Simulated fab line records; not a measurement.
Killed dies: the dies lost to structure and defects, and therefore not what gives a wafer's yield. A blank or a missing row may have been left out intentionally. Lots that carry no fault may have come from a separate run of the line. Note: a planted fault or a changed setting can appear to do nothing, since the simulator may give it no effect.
A struck lot beside a sound one    flow sky130    14 out of 708 route steps
Sound: wafers L879.1, L879.2, L879.5. The struck wafers were L892.2, L892.3, L892.6. The cause is named last.
Each step with rows lists, per side, the tool, then ch with its chambers, then its first start. Under that, the readings that differ: sound wafers    struck wafers    difference of the means    sigmas: that difference in standard deviations of wafers without a fault.
alike: readings with means less than 2 such deviations apart, plus words and numbers identical on both sides. not compared: withheld readings, readings lacking a value on some wafer, bounds such as >300 that could conceal the same value, and numbers that have no deviation in the record and whose values overlap.
The two part at a step that has a row with sigmas, a row that says differs or no value, or rows on one side only. Numbers that have no deviation but don't overlap get no sigmas and don't part them. Lack of a reading on every wafer of one side parts them only where that side has two or more wafers.

first, 4 steps without rows for these wafers: SKY_LDD_HVN_SOFTBAKE_03 (time 60 s); SKY_LDD_HVN_EXPOSE_04 (exposes mask HVNTM, target cd 700 nm); SKY_LDD_HVN_PEB_05; SKY_LDD_HVN_DEVELOP_06 (develop time 60 s).
SKY_LDD_HVN_OVL_MEAS_07:
  sound on overlay-02, day 22 12:35; struck on overlay-02, day 26 19:35
  alike: LDD_HVN_OVL
following that, these wafers have no rows for 1 step: SKY_LDD_HVN_IMPLANT_08.
SKY_LDD_HVN_STRIP_09: strips in O2/N2.
  sound on plasma-asher-03 ch 0,1, day 22 12:46; struck on plasma-asher-04 ch 0,1, day 26 19:46
  alike: drypump-motor-current-A, oes-product-au, strip-time-to-endpoint-s
  not compared: rf-hours-counter-h
SKY_LDD_HVN_TW_MEAS_10:
  sound on film-metro-02, day 22 12:52; struck on film-metro-04, day 26 19:52
reading     sound           struck          difference  sigmas
LDD_HVN_TW  1417 1431 1426  1460 1454 1454  +31         +2
then, 4 steps without rows for these wafers: SKY_LDD_HVP_DEHYDRATE_00 (time 60 s); SKY_LDD_HVP_HMDS_01 (prime time 60 s); SKY_LDD_HVP_COAT_02 (resist thk 300 nm); SKY_LDD_HVP_SOFTBAKE_03 (time 60 s).
SKY_LDD_HVP_EXPOSE_04: exposes mask HVPTM, target cd 700 nm.
  struck on iline-stepper-02, day 27 10:15; sound on iline-stepper-02 ch 0, day 23 03:38
  no value came back on the struck wafers for exposure-dose-mJ-cm2, focus-offset-nm (nm); on the sound wafers exposure-dose-mJ-cm2 reads 86.02 85.95 85.93
  alike: mask
following that, these wafers have no rows for 1 step: SKY_LDD_HVP_PEB_05.

## WHERE THEY PART
Last at SKY_LDD_HVP_EXPOSE_04 as far as this record goes, first at SKY_LDD_HVN_TW_MEAS_10.

WHY: whatever the simulator had introduced
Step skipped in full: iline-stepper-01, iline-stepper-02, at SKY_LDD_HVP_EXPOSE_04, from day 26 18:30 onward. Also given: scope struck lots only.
